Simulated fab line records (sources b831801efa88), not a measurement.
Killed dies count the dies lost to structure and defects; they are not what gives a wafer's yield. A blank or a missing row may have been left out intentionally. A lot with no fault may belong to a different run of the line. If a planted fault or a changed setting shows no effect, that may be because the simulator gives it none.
fab line records | flow sky130
record: lots: 5 wafers: 15 last-day: 50
route steps=708 shown METAL4@602 CAP2M@603 PAD_OPEN@708
lots that met no fault: taken from a fault-free run of the same line
start-h: start of the lot's first displayed wafer, in hours after the record's first day | wait-h: hours elapsed since this lot's preceding step | " as in the row above | L1.1+2: one row covering several wafers at once | - either no value or no given start | * or withheld: withheld | < > ~ a bound
route shown NAME@n: names a module that has steps shown in the file, with the first one's number in the route | usual: mean and standard deviation over wafers with no fault | same: alike in all rows | chamber/n: place in a boat | sites: per-site readings | _std_site: their standard deviation | _edge_site: the outer-site mean with the inner-site mean subtracted | radius-mm: for every site, how far away it sits from the centre of the wafer | mask NAME#n: copy n | behind: the tool/chamber that last shaped the wafer | hold: why the lot was held/for how many hours/how that ended | device: whichever transistor did not switch (one of n, p or np) | end of line: the same wafers' tests at the end of the route | step lacking rows: just its recipe | killed: at the first sort, the dies lost to defects and structure; wafer yield is something else | map: shows each die of a wafer: x if killed, . if not, _ if none is there
set.NAME: the setting the step ran with; set.NAME@STEP: the setting that earlier step ran with | model.NAME: the simulator's own value behind a step, which no gauge read
a table for each step, a row for each wafer; lots at some steps of the route
services: from which hour (start-h, from the record's first day; less than 0 if before it) a tool's chamber was out of use, for how many hours, and why
== steps ==
step: SKY_METAL4_SPUTTER_04
recipe: material: TiN target-thk-nm: 70 power-w: 6500 time-s: 58.3 chamber-pressure-pa: 0.4
usual: throttle-valve-pct: 29.8/1.3
columns lot.wafer tool chamber start-h wait-h throttle-valve-pct
L474.1 pvd-sputter-01 - 954.03 0.0 31.1
L474.5 " - " " 31.4
L474.6 " - " " 31.1
L479.2 pvd-sputter-04 - 986.60 0.0 30.9
L479.4 " - " " 30.0
L479.5 " - " " 28.4
L485.1 pvd-sputter-04 - 1030.15 0.0 30.2
L485.3 " - " " 28.7
L485.6 " - " " 28.5
L491.1 pvd-sputter-03 - 1069.44 0.0 30.3
L491.2 " - " " 30.8
L491.4 " - " " 31.1
L493.1 pvd-sputter-03 - 1082.25 0.0 30.0
L493.2 " - " " 28.2
L493.3 " - " " 28.8
step: SKY_CAP2M_CVD_00
recipe: material: SiO2 target-thk-nm: 15.5 temp-c: 400 time-s: withheld rf-w: 450
usual: heater-power-w: 771/67
columns lot.wafer tool chamber start-h wait-h heater-power-w
L474.1 pecvd-02 0 954.08 0.0 775
L474.5 " 2 " " 831
L474.6 " 0 " " 787
L479.2 pecvd-02 0 986.66 0.0 712
L479.4 " 0 " " 714
L479.5 " 0 " " 708
L485.1 pecvd-04 0 1030.20 0.0 831
L485.3 " 1 " " 720
L485.6 " 0 " " 846
L491.1 pecvd-03 0 1069.49 0.0 846
L491.2 " 1 " " 847
L491.4 " 0 " " 832
L493.1 pecvd-02 0 1082.30 0.0 639
L493.2 " 1 " " 838
L493.3 " 2 " " 786
step: SKY_CAP2M_THK_MEAS_01
recipe: reads: SiO2_of_CAP2M_CVD_00
usual: CAP2M_CVD_00_THK: 15.45/0.3
columns lot.wafer tool chamber start-h wait-h CAP2M_CVD_00_THK[nm]
L474.1 film-metro-04 - 954.11 - 15.15
L474.5 " - " " 15.74
L474.6 " - " " 15.30
L479.2 film-metro-03 - 986.73 - 15.49
L479.4 " - " " 15.32
L479.5 " - " " 15.26
L485.1 film-metro-04 - 1030.22 - 15.02
L485.3 " - " " 15.22
L485.6 " - " " 15.16
L491.1 film-metro-04 - 1069.51 - 15.54
L491.2 " - " " 15.77
L491.4 " - " " 15.61
L493.1 film-metro-04 - 1082.32 - 14.87
L493.2 " - " " 15.40
L493.3 " - " " 15.35
step: SKY_CAP2M_SPUTTER_02
recipe: material: TiN target-thk-nm: 200 temp-c: 300 power-w: 6500 time-s: 166.7 chamber-pressure-pa: 0.4
usual: throttle-valve-pct: 30.1/1.2
columns lot.wafer tool chamber start-h wait-h throttle-valve-pct
L474.1 pvd-sputter-02 - 954.17 0.1 30.5
L474.5 " - " " 29.1
L474.6 " - " " 29.8
L479.2 pvd-sputter-02 - 986.78 0.0 29.0
L479.4 " - " " 28.8
L479.5 " - " " 30.9
L485.1 pvd-sputter-02 - 1030.28 0.1 29.1
L485.3 " - " " 29.0
L485.6 " - " " 29.4
L491.1 pvd-sputter-04 - 1069.57 0.1 30.0
L491.2 " - " " 27.9
L491.4 " - " " 30.7
L493.1 pvd-sputter-01 - 1082.38 0.1 31.9
L493.2 " - " " 31.5
L493.3 " - " " 31.4
step: SKY_CAP2M_RS_MEAS_03
recipe: thk-meas-gauge: four-point-probe reads: TiN_of_CAP2M_SPUTTER_02
usual: CAP2M_TIN_RS: 6.89/0.1
columns lot.wafer tool chamber start-h wait-h CAP2M_TIN_RS[ohm/sq]
L474.1 film-metro-02 - 954.27 0.1 7.16
L474.5 " - " " 6.97
L474.6 " - " " 7.10
L479.2 film-metro-02 - 986.91 0.1 6.84
L479.4 " - " " 6.89
L479.5 " - " " 7.11
L485.1 film-metro-04 - 1030.39 0.1 6.74
L485.3 " - " " 6.76
L485.6 " - " " 6.90
L491.1 film-metro-02 - 1069.68 0.1 6.77
L491.2 " - " " 6.80
L491.4 " - " " 6.95
L493.1 film-metro-04 - 1082.49 0.1 6.81
L493.2 " - " " 6.84
L493.3 " - " " 6.87
step: SKY_CAP2M_THK_MEAS_04
recipe: thk-meas-gauge: xrf reads: TiN_of_CAP2M_SPUTTER_02
usual: CAP2M_TIN_THK: 196/3.3
columns lot.wafer tool chamber start-h wait-h CAP2M_TIN_THK[nm]
L474.1 film-metro-02 - 954.39 0.1 188
L474.5 " - " " 193
L474.6 " - " " 189
L479.2 film-metro-02 - 987.02 0.1 197
L479.4 " - " " 196
L479.5 " - " " 190
L485.1 film-metro-04 - 1030.51 0.1 199
L485.3 " - " " 199
L485.6 " - " " 196
L491.1 film-metro-02 - 1069.80 0.1 199
L491.2 " - " " 199
L491.4 " - " " 194
L493.1 film-metro-04 - 1082.61 0.1 199
L493.2 " - " " 199
L493.3 " - " " 199
step: SKY_CAP2M_DEHYDRATE_05
recipe: temp-c: 200 time-s: 60
step: SKY_CAP2M_HMDS_06
recipe: prime-time-s: 60 prime-temp-c: 120
step: SKY_CAP2M_COAT_07
recipe: resist: NOVOLAK spin-rpm: 3000 resist-thk-nm: 1140
step: SKY_CAP2M_SOFTBAKE_08
recipe: temp-c: 90 time-s: 60 resist: NOVOLAK
step: SKY_CAP2M_EXPOSE_09
recipe: mask-id: CAP2M na: 0.6 source-shape: conventional sigma-outer: 0.6 polarization: unpolarized target-cd-nm: 1000 dose-mj: 159
step: SKY_CAP2M_PEB_10
recipe: temp-c: withheld time-s: * resist: NOVOLAK
step: SKY_CAP2M_DEVELOP_11
recipe: resist: NOVOLAK developer: TMAH develop-time-s: 60 dev-temp-c: 23
columns lot.wafer tool chamber start-h wait-h
L474.1+5+6 litho-track-01 0 978.73 0.1
L479.2+4+5 litho-track-02 0 1009.99 0.1
L485.1+3+6 litho-track-02 0 1053.02 0.1
L491.1+2+4 litho-track-01 0 1091.38 0.1
L493.1+2+3 litho-track-03 0 1103.94 0.1
step: SKY_CAP2M_OVL_MEAS_12
usual: CAP2M_OVL: 0.2/1.2
columns lot.wafer tool chamber start-h wait-h CAP2M_OVL[nm]
L474.1 overlay-02 - 978.88 0.1 -1.2
L474.5 " - " " -1.4
L474.6 " - " " -0.9
L479.2 overlay-01 - 1010.12 0.1 1.3
L479.4 " - " " 0.1
L479.5 " - " " -0.6
L485.1 overlay-01 - 1053.17 0.1 -0.6
L485.3 " - " " -0.3
L485.6 " - " " -1.6
L491.1 overlay-02 - 1091.53 0.1 -0.2
L491.2 " - " " 0.2
L491.4 " - " " 0.7
L493.1 overlay-01 - 1104.09 0.1 -0.8
L493.2 " - " " -0.3
L493.3 " - " " -1.8
step: SKY_CAP2M_METAL_ETCH_13
recipe: target-depth-nm: 220 stop-on: SiO2 chemistry: Cl2/BCl3 target: TiN pressure-mtorr: 10 icp-w: 900 bias-w: 48.5 Cl2_flow_sccm: 60 bcl3-flow-sccm: 30 time-s: 62.9
usual: drypump-motor-current-A: 5.9/0.39 oes-product-au: 0.943/0.0092 throttle-valve-pct: 21.900/0.0099
columns lot.wafer tool chamber start-h wait-h drypump-motor-current-A oes-product-au rf-hours-counter-h throttle-valve-pct model.CAP2M.cd-nm
L474.1 rie-metal-04 0 978.91 0.0 6.3 0.918 19 21.911 999.1
L474.5 " 1 " " 5.2 0.938 - 21.889 995.5
L474.6 " 0 " " 6.3 0.924 - 21.915 1000
L479.2 rie-metal-04 1 1010.15 0.0 5.2 0.946 13 21.889 998.3
L479.4 " 1 " " 5.2 0.938 - 21.899 998.9
L479.5 " 0 " " 6.3 0.925 - 21.924 1002
L485.1 rie-metal-02 1 1053.20 0.0 5.9 0.959 9 21.904 1012
L485.3 " 0 " " 6.3 0.945 - 21.912 999.4
L485.6 " 1 " " 5.9 0.944 - 21.889 1000
L491.1 rie-metal-04 1 1091.56 0.0 5.2 0.950 19 21.892 999.5
L491.2 " 0 " " 6.3 0.949 4 21.901 997.5
L491.4 " 1 " " 5.2 0.941 - 21.905 998.7
L493.1 rie-metal-04 0 1104.13 0.0 6.3 0.951 5 21.891 993.8
L493.2 " 1 " " 5.2 0.939 20 21.898 996.7
L493.3 " 0 " " 6.3 0.942 - 21.901 994.4
step: SKY_CAP2M_STRIP_14
recipe: chemistry: O2/N2 power-w: 1400 pressure-mtorr: 1500 platen-temp-c: withheld o2-flow-sccm: 3000 n2-flow-sccm: 300 overash-fraction: 0.5
usual: drypump-motor-current-A: 5.7/0.45 oes-product-au: 0.709/0.0042 strip-time-to-endpoint-s: 12.67/0.049
same: overash-fraction: 0.5
columns lot.wafer tool chamber start-h wait-h drypump-motor-current-A oes-product-au rf-hours-counter-h strip-time-to-endpoint-s
L474.1 plasma-asher-03 1 978.99 0.1 6.1 0.711 52 12.66
L474.5 " 0 " " 5.4 0.711 - 12.68
L474.6 " 1 " " 6.2 0.706 - 12.65
L479.2 plasma-asher-04 0 1010.23 0.1 6.4 0.711 25 12.63
L479.4 " 1 " " 6.1 0.713 - 12.68
L479.5 " 1 " " 6.1 0.705 - 12.65
L485.1 plasma-asher-04 1 1053.28 0.1 6.1 0.715 29 12.65
L485.3 " 1 " " 6.1 0.710 - 12.71
L485.6 " 1 " " 6.1 0.705 - 12.65
L491.1 plasma-asher-02 0 1091.64 0.1 5.5 0.701 3 12.59
L491.2 " 1 " " 5.2 0.709 3 12.59
L491.4 " 0 " " 5.4 0.715 - 12.60
L493.1 plasma-asher-02 0 1104.21 0.1 5.4 0.711 4 12.62
L493.2 " 1 " " 5.2 0.711 4 12.65
L493.3 " 0 " " 5.5 0.718 - 12.69
step: SKY_PAD_OPEN_PROBE_99
usual: defect-limited-yield: 82.7/1.9 killed_at_M0_to_M3: 44/7.2 killed_at_M4_up: 2.9/1.8 killed-at-contacts: 24/5.2 killed-at-front-end: 15/4 killed-at-other: 0.2/0.49 killed-dies: 85/9.1 killed-open: 47/6.8 killed-short: 38/5.7 sort_bin_3_pad_short: 0.9/0.44 sort_bin_5_function: 10.3/1.4 sort_bin_6_memory: 6.2/1.1 sort-n-pass: 407/9.1 sort-yield-pct: 82.7/1.9
same: gross-dies: 492 killed-at-back-side: 0 sort_bin_4_leakage[%]: 0 sort_bin_8_speed[%]: 0
columns lot.wafer tool chamber start-h wait-h defect-limited-yield[%] killed_at_M0_to_M3 killed_at_M4_up killed-at-contacts killed-at-front-end killed-at-other killed-dies killed-open killed-short sort_bin_3_pad_short[%] sort_bin_5_function[%] sort_bin_6_memory[%] sort-n-pass sort-yield-pct[%]
L479.2 prober-01 - 1128.98 0.1 83.3 46 1 26 8 1 82 40 42 0.8 11.4 4.5 410 83.3
L479.4 prober-01 - 1129.08 0.2 84.6 40 3 26 7 0 76 32 44 1.2 7.9 6.3 416 84.6
L479.5 prober-01 - 1129.13 0.2 81.7 41 3 33 12 1 90 56 34 0.6 12.0 5.7 402 81.7
killed by level:class
L479.2 VIA1:geometric-particle:open=10 VIA3:geometric-particle:open=9 CONTACT:geometric-particle:short=7 LI_CONTACT:geometric-particle:open=6 LI_CONTACT:geometric-particle:short=5 METAL2:geometric-particle:short=5 METAL1:geometric-particle:short=5 VIA2:geometric-particle:open=5
L479.4 CONTACT:geometric-particle:open=11 VIA1:geometric-particle:open=7 VIA2:geometric-particle:short=7 VIA1:geometric-particle:short=6 LI_CONTACT:geometric-particle:open=5 CONTACT:geometric-particle:short=5 METAL1:geometric-particle:short=5 LOCAL_INTERCONNECT:geometric-particle:short=4
L479.5 VIA1:geometric-particle:open=14 LI_CONTACT:geometric-particle:open=11 VIA2:geometric-particle:open=9 CONTACT:geometric-particle:open=7 LI_CONTACT:geometric-particle:short=5 CONTACT:geometric-particle:short=5 VIA1:geometric-particle:short=5 FIELD_ISO:geometric-particle:open=4
== services ==
columns tool chamber start-h hours kind
pecvd-04 2 936.23 6.6 repair
pvd-sputter-04 - 950.92 4.6 repair
pvd-sputter-01 - 962.29 24.6 repair
pecvd-02 0 970.30 5.5 scheduled-down
pecvd-02 1 981.98 12.2 repair
pecvd-02 - 982.04 1.7 repair
pecvd-02 2 984.69 11.7 repair
pvd-sputter-03 - 987.38 2.8 repair
pecvd-03 - 1004.36 2.8 pm
pecvd-02 1 1008.41 11.7 repair
rie-metal-04 0 1013.26 - clean
rie-metal-04 0 1013.26 18.1 scheduled-down
rie-metal-04 0 1013.26 18.1 vent-cycle
pecvd-02 1 1020.08 2.1 scheduled-down
pecvd-02 2 1022.21 2.1 scheduled-down
pvd-sputter-04 - 1026.40 2.1 repair
pecvd-04 1 1043.91 6.3 repair
rie-metal-04 - 1051.16 2.8 pm
plasma-asher-02 - 1055.25 9.0 pm
plasma-asher-02 0 1055.25 9.0 vent-cycle
plasma-asher-02 1 1055.25 9.0 vent-cycle
pvd-sputter-03 - 1072.49 4.3 repair
plasma-asher-02 - 1080.83 0.9 repair
pecvd-04 - 1081.04 22.9 repair
== key ==
first-sign none at tools or gauges
model-effect: step: SKY_CAP2M_METAL_ETCH_13 value: CAP2M.cd-nm without: 999.6 struck: 1012
met-at SKY_CAP2M_DEVELOP_11
struck-wafers L485.1
onset-between 1009.99 1053.02
fault: kind: process-parameter-drift tool: litho-track-02 chamber: - onset-h: 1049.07 steps: SKY_CAP2M_DEVELOP_11 channel: develop-time-s offset: * shape: step end-h: 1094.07 scope: struck-wafers-only acts-in: * stated: *
